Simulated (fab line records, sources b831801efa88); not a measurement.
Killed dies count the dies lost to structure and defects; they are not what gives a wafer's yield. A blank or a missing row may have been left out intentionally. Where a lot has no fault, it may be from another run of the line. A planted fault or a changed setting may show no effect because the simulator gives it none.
The same fault as seen by 2 desks + flow gf180mcu + each desk holds nothing but its own numbers, with what lay behind them at the end

## FOR THE TOOL OWNER'S DESK: lpcvd-01
The tool's own readings at GF_HV_LDD_CVD_56 (deposits Si3N4 from DCS/NH3, target thk 90 nm, time 1543 s): means of the sampled wafers that have a number, for each lot that ran on this tool. Marked OUT: a lot whose mean sits more than 4 standard deviations from the usual mean, which makes it out of limits; the brackets give that distance.
Columns: A = spike-tc-lower-C at GF_HV_LDD_CVD_56, usual 770.9 C; B = zone-power-upper-pct at GF_HV_LDD_CVD_56, usual 13.5 %
| lot  | first seen here | A     | B    |
|------|-----------------|-------|------|
| L197 | day 13 02:37    | 771.5 | 11.3 |
| L198 | day 13 11:38    | 770.3 | 11.3 |
| L199 | day 13 15:45    | 770.4 | 11.2 |
| L200 | day 14 00:15    | 771.2 | 11.3 |
| L214 | day 19 00:57    | 771.4 | 13.6 |
| L216 | day 19 21:20    | 771.0 | 13.7 |
| L217 | day 20 00:05    | 769.7 | 13.8 |
Result from this desk: across the 7 lots, nothing is out of limits.

## FROM THE METROLOGY DESK
What the gauges read for every lot (on any tool): the sampled wafers with a number, averaged. Marked OUT: a lot whose mean sits more than 4 standard deviations from the usual mean, which makes it out of limits; the brackets give that distance.
Columns: A = HV_LDD_CVD_56_THK at GF_HV_LDD_THK_MEAS_57, usual 90.0 nm; B = SAB_OVL at GF_SAB_OVL_MEAS_10, usual 0.3 nm
| lot  | first seen here | A              | B    |
|------|-----------------|----------------|------|
| L197 | day 13 04:02    | 89.1           | 0.5  |
| L198 | day 13 13:04    | 90.0           | -0.1 |
| L199 | day 13 17:11    | 66.8 (-26) OUT | -0.0 |
| L200 | day 14 01:41    | 66.1 (-27) OUT | -0.4 |
| L201 | day 14 10:52    | 89.6           | -2.3 |
| L212 | day 18 09:59    | 89.2           | 0.6  |
| L213 | day 18 17:16    | 90.4           | 0.3  |
| L214 | day 19 02:23    | 89.7           | -0.3 |
| L215 | day 19 04:58    | 89.0           | -0.1 |
| L216 | day 19 22:46    | 91.8           | 0.5  |
| L217 | day 20 01:32    | 90.7           | 2.3  |
| L218 | day 20 04:49    | 90.1           | -0.0 |
Per this desk, out of limits: L199, L200; the first was L199, day 13 17:11 (HV_LDD_CVD_56_THK at GF_HV_LDD_THK_MEAS_57). In limits: L197, L198, L201, L212, L213, L214, L215, L216, L217, L218.

## BROUGHT TOGETHER
At day 13 17:11 the metrology desk could have sounded an alarm, on L199, L200.
The desk of the tool owner found nothing out of limits.
Tool owner's desk: L199, L200 on record, inside its limits.
Of the lots named, all ran GF_HV_LDD_CVD_56 on lpcvd-01.

## WHAT HAD BEEN PUT IN BY THE SIMULATOR
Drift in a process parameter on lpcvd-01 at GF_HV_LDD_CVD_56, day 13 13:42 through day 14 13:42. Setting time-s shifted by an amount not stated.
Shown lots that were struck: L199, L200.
Per desk, hours elapsed from the start of the fault to the first reading out of limits: for the metrology desk, 3.
